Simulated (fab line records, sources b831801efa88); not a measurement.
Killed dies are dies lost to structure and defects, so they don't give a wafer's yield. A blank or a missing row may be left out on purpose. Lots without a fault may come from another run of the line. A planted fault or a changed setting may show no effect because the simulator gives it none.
Problem report in the 8D (eight disciplines) form, filled by code | flow sky130 | the parts of the form that need people (team, actions taken, sign-off) are left out

1. THE PROBLEM
VT_ADJUST_HVTR_TW at SKY_VT_ADJUST_HVTR_TW_MEAS_11 reads a mean of 194.0 on 9 wafers of 3 lots; wafers without a fault read 212.4 with a standard deviation of 0.8. That is -23 standard deviations from the usual mean.
First seen on wafer L607.1, day 14 08:20, on film_metro-01. The record holds 36 wafers of 12 lots with a number at this step. Rule for "out", or "out of limits": more than 4 standard deviations from the usual mean. The other wafers with a number count as sound.

2. WHAT IT IS AND WHAT IT IS NOT
question                    | is                           | is not
which readings at this step | VT_ADJUST_HVTR_TW            | -
which lots                  | L607, L608, L609             | L591, L592, L594, L600, L603, L604, L605, L611, L614
which wafers of those lots  | all that have a number       | -
read on which gauges        | film_metro-01, film_metro-04 | film_metro-02
when                        | from day 14 08:20            | up to then (21 sound wafers); but 6 sound wafers of L611, L614 came after

3. SUSPECTS, AND WHAT RULES EACH OUT
Counting: a tool at a process step up to the reading stays a suspect if it ran every lot that is out and no sound lot after the first of them.
- the gauge at SKY_VT_ADJUST_HVTR_TW_MEAS_11: ruled out. The wafers that are out were read on 2 gauges (film_metro-01, film_metro-04).
- implanter-04 at SKY_VT_ADJUST_HVTR_IMPLANT_09: kept. It ran every lot that is out, first L607 (day 14 08:05), and no sound lot after that; its last sound lot up to then is L605 (day 13 19:40). Its own readings are out on those wafers: dose_ions_cm2, faraday_current_uA.
Left after counting: implanter-04 at SKY_VT_ADJUST_HVTR_IMPLANT_09.

4. THE CAUSE (what the simulator had put in)
Process parameter drift: implanter-04, from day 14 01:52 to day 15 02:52, at SKY_VT_ADJUST_HVTR_IMPLANT_09. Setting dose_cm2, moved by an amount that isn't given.
Counting left only this tool.

5. THE CHAIN OF EFFECTS, in route order
Each row: a reading whose mean over the struck wafers that have a number lies more than 3 standard deviations from the usual. Only readings for which the record gives a usual standard deviation are gone through. hours: the time from each lot's start at the first step in this table that gives one to its start at this step, as a median over the lots. sigmas: the change in usual standard deviations.
hours | step                          | reading            | usual      | on struck wafers | change      | sigmas
0     | SKY_VT_ADJUST_HVTR_IMPLANT_09 | dose_ions_cm2      | 2.0994e+12 | 1.5196e+12       | -5.7982e+11 | -99 or more
0     | SKY_VT_ADJUST_HVTR_IMPLANT_09 | faraday_current_uA | 11.84      | 8.59             | -3.25       | -14
0     | SKY_VT_ADJUST_HVTR_TW_MEAS_11 | VT_ADJUST_HVTR_TW  | 212.4      | 194.0            | -18.4       | -23
The process steps in it:
- SKY_VT_ADJUST_HVTR_IMPLANT_09
Later measuring or inspecting steps at which every struck wafer that the step has a row for has a number for every such reading, and none has moved that far: SKY_SONOS_TUNNEL_OVL_MEAS_08.

6. WHAT WOULD HAVE CAUGHT IT SOONER
In this record the first reading out of limits at a measuring or inspecting step was taken at day 14 08:20, 6 hours after the fault began at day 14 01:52.
The tool's own readings at SKY_VT_ADJUST_HVTR_IMPLANT_09 were out on every struck wafer that the step has a row for (dose_ions_cm2, faraday_current_uA): an alarm limit on them would have fired on the first of those.
Of the lots that are out (3), L608, L609 began SKY_VT_ADJUST_HVTR_IMPLANT_09 on implanter-04 after day 14 08:20. A hold on the tool at that time would have spared those 2.
